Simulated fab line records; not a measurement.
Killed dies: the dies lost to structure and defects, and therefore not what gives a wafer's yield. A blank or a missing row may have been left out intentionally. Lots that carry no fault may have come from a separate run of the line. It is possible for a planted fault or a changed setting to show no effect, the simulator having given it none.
The tool behind it: which one? -- flow sky130 -- 24 lots with 72 wafers sampled at 3 steps, on a route of 708 steps

== WHAT THE GAUGES READ, wafer by wafer ==
SKY_METAL1_CD_MEAS_15 targets a cd of 140 nm.
lot,measured,on,cd-nm (nm)
L074,day 33 00:55,cd-sem-01,140.2 140.7 140.3
L076,day 33 07:58,cd-sem-01,138.4 139.0 138.7
L075,day 33 09:09,cd-sem-02,140.9 140.9 141.1
L077,day 33 14:11,cd-sem-02,138.9 139.8 139.2
L078,day 34 08:41,cd-sem-02,140.8 140.1 139.7
L079,day 34 09:26,cd-sem-02,140.8 141.3 139.7
L080,day 34 14:05,cd-sem-01,138.7 138.5 137.8
L081,day 34 17:12,cd-sem-02,142.0 140.6 139.5
L082,day 35 11:41,cd-sem-02,140.3 139.3 140.0
L083,day 35 17:41,cd-sem-02,140.7 140.1 140.1
L084,day 35 21:52,cd-sem-01,141.5 141.6 143.0
L085,day 36 06:17,cd-sem-01,140.4 139.9 140.9
L086,day 36 18:13,cd-sem-01,141.6 141.2 141.2
L087,day 36 22:34,cd-sem-01,138.0 139.3 139.1
L088,day 37 08:13,cd-sem-02,139.6 140.2 138.9
L089,day 38 06:05,cd-sem-01,140.8 141.7 139.5
L090,day 38 10:04,cd-sem-02,139.3 138.4 139.4
L092,day 38 16:02,cd-sem-02,139.6 139.1 140.3
L091,day 39 08:07,cd-sem-01,139.9 139.3 139.0
L094,day 39 08:35,cd-sem-02,140.7 140.5 140.1
L093,day 39 09:47,cd-sem-02,140.0 141.1 139.4
L096,day 39 14:17,cd-sem-01,141.3 142.0 142.3
L095,day 39 15:43,cd-sem-02,140.5 139.5 140.3
L097,day 39 19:59,cd-sem-01,139.8 140.3 141.8

== TOOL THAT RAN EACH LOT (tool first, then ch and the chambers of the sampled wafers, then the start) ==
lot,SKY_CONTACT_ETCH_16,SKY_METAL1_SPUTTER_03
L074,"rie-diel-03 ch 1,2,3, day 31 20:56","pvd-sputter-03, day 31 22:23"
L076,"rie-diel-03 ch 0,1,2, day 32 03:36","pvd-sputter-01, day 32 05:04"
L075,"rie-diel-04 ch 1,2,3, day 32 04:23","pvd-sputter-03, day 32 05:50"
L077,"rie-diel-03 ch 0,1,2, day 32 10:15","pvd-sputter-01, day 32 11:43"
L078,"rie-diel-03 ch 0,1,3, day 33 04:11","pvd-sputter-01, day 33 05:43"
L079,"rie-diel-03 ch 0,1,2, day 33 05:36","pvd-sputter-01, day 33 07:03"
L080,"rie-diel-04 ch 1,3, day 33 09:50","pvd-sputter-01, day 33 11:18"
L081,"rie-diel-03 ch 1,2,3, day 33 13:20","pvd-sputter-02, day 33 14:52"
L082,"rie-diel-03 ch 0,1, day 34 06:51","pvd-sputter-02, day 34 08:17"
L083,"rie-diel-02 ch 0,2, day 34 12:59","pvd-sputter-02, day 34 14:26"
L084,"rie-diel-02 ch 0,1, day 34 17:57","pvd-sputter-02, day 34 19:46"
L085,"rie-diel-03 ch 0,1,3, day 35 02:29","pvd-sputter-01, day 35 03:58"
L086,"rie-diel-02 ch 1,2,3, day 35 13:50","pvd-sputter-02, day 35 15:20"
L087,"rie-diel-03 ch 0,2, day 35 19:17","pvd-sputter-02, day 35 20:44"
L088,"rie-diel-04 ch 0,2,3, day 36 05:17","pvd-sputter-01, day 36 06:48"
L089,"rie-diel-02 ch 0,1,2, day 37 03:17","pvd-sputter-03, day 37 04:44"
L090,"rie-diel-04 ch 0,2,3, day 37 07:00","pvd-sputter-03, day 37 08:28"
L092,"rie-diel-04 ch 1,2, day 37 13:17","pvd-sputter-03, day 37 14:45"
L091,"rie-diel-02 ch 1,2,3, day 38 05:17","pvd-sputter-01, day 38 06:43"
L094,"rie-diel-04 ch 0,3, day 38 06:03","pvd-sputter-02, day 38 07:30"
L093,"rie-diel-03 ch 1,2,3, day 38 06:26","pvd-sputter-01, day 38 07:52"
L096,"rie-diel-04 ch 0,1, day 38 12:03","pvd-sputter-02, day 38 13:30"
L095,"rie-diel-03 ch 1,2, day 38 12:32","pvd-sputter-01, day 38 13:59"
L097,"rie-diel-04 ch 1,3, day 38 17:47","pvd-sputter-01, day 38 19:14"
- SKY_CONTACT_ETCH_16: etches BARC in N2/H2, stops on SiO2, time 45.9 s, target depth 60 nm.
- SKY_METAL1_SPUTTER_03: material Ti, target thk 5 nm, time 3.3 s.

== WHAT THE TOOLS THEMSELVES READ (means of the sampled wafers that have a number; where no wafer has one, the mark that the record gives instead) ==
SKY_CONTACT_ETCH_16.
lot,tool,drypump-motor-current-A (A),oes-product-au (a.u.),throttle-valve-pct (%)
L074,rie-diel-03,5.6,0.854,13.230
L076,rie-diel-03,5.7,0.858,13.221
L075,rie-diel-04,5.5,0.850,13.235
L077,rie-diel-03,5.7,0.852,13.226
L078,rie-diel-03,5.9,0.856,13.217
L079,rie-diel-03,5.7,0.857,13.211
L080,rie-diel-04,5.5,0.848,13.231
L081,rie-diel-03,5.6,0.855,13.223
L082,rie-diel-03,5.5,0.852,13.218
L083,rie-diel-02,5.9,0.857,13.229
L084,rie-diel-02,6.0,0.857,13.229
L085,rie-diel-03,5.8,0.856,13.212
L086,rie-diel-02,6.0,0.854,13.223
L087,rie-diel-03,6.0,0.856,13.223
L088,rie-diel-04,5.4,0.850,13.225
L089,rie-diel-02,5.9,0.856,13.228
L090,rie-diel-04,5.4,0.849,13.222
L092,rie-diel-04,5.4,0.857,13.221
L091,rie-diel-02,6.0,0.850,13.213
L094,rie-diel-04,5.4,0.854,13.230
L093,rie-diel-03,5.6,0.855,13.220
L096,rie-diel-04,5.4,0.857,13.228
L095,rie-diel-03,5.2,0.857,13.222
L097,rie-diel-04,5.6,0.855,13.233

SKY_METAL1_SPUTTER_03.
lot,tool,throttle-valve-pct (%)
L074,pvd-sputter-03,31.0
L076,pvd-sputter-01,29.5
L075,pvd-sputter-03,31.0
L077,pvd-sputter-01,28.6
L078,pvd-sputter-01,28.4
L079,pvd-sputter-01,29.4
L080,pvd-sputter-01,28.7
L081,pvd-sputter-02,30.3
L082,pvd-sputter-02,29.9
L083,pvd-sputter-02,30.7
L084,pvd-sputter-02,30.1
L085,pvd-sputter-01,28.3
L086,pvd-sputter-02,30.4
L087,pvd-sputter-02,30.0
L088,pvd-sputter-01,28.5
L089,pvd-sputter-03,31.6
L090,pvd-sputter-03,30.7
L092,pvd-sputter-03,29.5
L091,pvd-sputter-01,29.5
L094,pvd-sputter-02,29.9
L093,pvd-sputter-01,30.3
L096,pvd-sputter-02,30.5
L095,pvd-sputter-01,28.5
L097,pvd-sputter-01,29.5

== THE ANSWER, worked out from the rows above alone ==
Rule: the lots themselves supply what counts as usual. Put in order of their means at a reading, lots are off if they are a third of the lots or fewer, leave a main group of 4 or more, and stand apart from it by a gap of 3 or more times the standard deviation of the main group's means; of several such gaps the widest counts. Not used: any main group whose means are identical at the precision the tables above print for the reading. A lot without any number at a reading at which 4 lots or more have one is off too. Any other lot the step has rows for is counted as sound. Order of review: gauges by route order, followed by the tools' own readings, for which a lot's mean as printed above is used. The first step at which some lot is off is used, and at that step the reading that is off furthest; a lot without a number counts as furthest.
Across all readings shown, no lot is off: no conclusion can be drawn from this.

== WHAT THE SIMULATOR HAD INSERTED ==
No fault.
